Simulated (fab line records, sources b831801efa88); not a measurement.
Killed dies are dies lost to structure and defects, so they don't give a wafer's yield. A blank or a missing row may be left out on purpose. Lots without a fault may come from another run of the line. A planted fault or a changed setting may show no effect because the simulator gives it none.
Problem report in the 8D (eight disciplines) form, filled by code | flow sfq_line | the parts of the form that need people (team, actions taken, sign-off) are left out

1. THE PROBLEM
L0_MONX_KI_RS at SFQ_L0_RS_MEAS_901 reads a mean of 60.1 ohm/sq on 2 wafers of 2 lots; wafers without a fault read 43.5 ohm/sq with a standard deviation of 0.49. That is +34 standard deviations from the usual mean.
The step: measures by four-point-probe.
First seen on wafer L642.5, day 3 19:36, on film_metro-03. The record holds 36 wafers of 12 lots with a number at this step. Rule for "out", or "out of limits": more than 4 standard deviations from the usual mean. The other wafers with a number count as sound.

2. WHAT IT IS AND WHAT IT IS NOT
question                    | is                           | is not
which readings at this step | L0_MONX_KI_RS                | -
which lots                  | L642, L643                   | L631, L632, L633, L644, L645, L647, L648, L649, L650, L653
which wafers of those lots  | L642.5, L643.3               | L642.3, L642.6, L643.4, L643.6
read on which gauges        | film_metro-02, film_metro-03 | film_metro-04
when                        | from day 3 19:36             | up to then (11 sound wafers); but 23 sound wafers of L643, L644, L645, L647, L648, L649, L650, L653 came after

3. SUSPECTS, AND WHAT RULES EACH OUT
Counting: a tool at a process step up to the reading stays a suspect if it ran every lot that is out. Sound lots after the first of them don't rule it out here, since some wafers of a struck lot are sound.
- the gauge at SFQ_L0_RS_MEAS_901: ruled out. The wafers that are out were read on 2 gauges (film_metro-02, film_metro-03).
- pvd_sputter-03 at SFQ_TRILAYER_L0_DEP_SPUTTER_003 (material MoNx KI, target thk 40 nm, time 100 s): kept. It ran every lot that is out, first L642 (day 3 19:29); its last sound lot up to then is L632 (day 1 17:29).
Left after counting: pvd_sputter-03 at SFQ_TRILAYER_L0_DEP_SPUTTER_003.

4. THE CAUSE (what the simulator had put in)
Site profile drift: pvd_sputter-03, from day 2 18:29 on, at SFQ_TRILAYER_L0_DEP_SPUTTER_003. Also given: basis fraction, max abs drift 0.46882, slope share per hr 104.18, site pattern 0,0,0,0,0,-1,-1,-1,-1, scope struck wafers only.
Counting left only this tool.

5. THE CHAIN OF EFFECTS, in route order
Each row: a reading whose mean over the struck wafers that have a number lies more than 3 standard deviations from the usual. Only readings for which the record gives a usual standard deviation are gone through. hours: the time from each lot's start at the first step in this table that gives one to its start at this step, as a median over the lots. sigmas: the change in usual standard deviations.
hours | step                                | reading        | usual       | on struck wafers | change | sigmas
0     | SFQ_L0_RS_MEAS_901                  | L0_MONX_KI_RS  | 43.5 ohm/sq | 60.1             | +16.6  | +34
0     | SFQ_L0_THK_MEAS_902                 | L0_MONX_KI_THK | 40.2 nm     | 31.9             | -8.4   | -18
57    | SFQ_TRILAYER_L0_ETCH_METAL_ETCH_008 | oes_product_au | 0.873 a.u.  | 0.780            | -0.093 | -13
The process steps in it:
- SFQ_TRILAYER_L0_ETCH_METAL_ETCH_008: etches MoNx KI in SF6/O2, stops on SiO2, target depth 50 nm, time 25 s.
Later measuring or inspecting steps at which every struck wafer that the step has a row for has a number for every such reading, and none has moved that far: SFQ_L0V_OVL_MEAS_903.

6. WHAT WOULD HAVE CAUGHT IT SOONER
In this record the first reading out of limits at a measuring or inspecting step was taken at day 3 19:36, 25 hours after the fault began at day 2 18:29.
Of the tool readings at SFQ_TRILAYER_L0_DEP_SPUTTER_003 for which the record gives a usual standard deviation, none was out on any struck wafer, so an alarm limit of 4 standard deviations on them would not have fired.
Of the lots that are out (2), L643 began SFQ_TRILAYER_L0_DEP_SPUTTER_003 on pvd_sputter-03 after day 3 19:36. A hold on the tool at that time would have spared it.
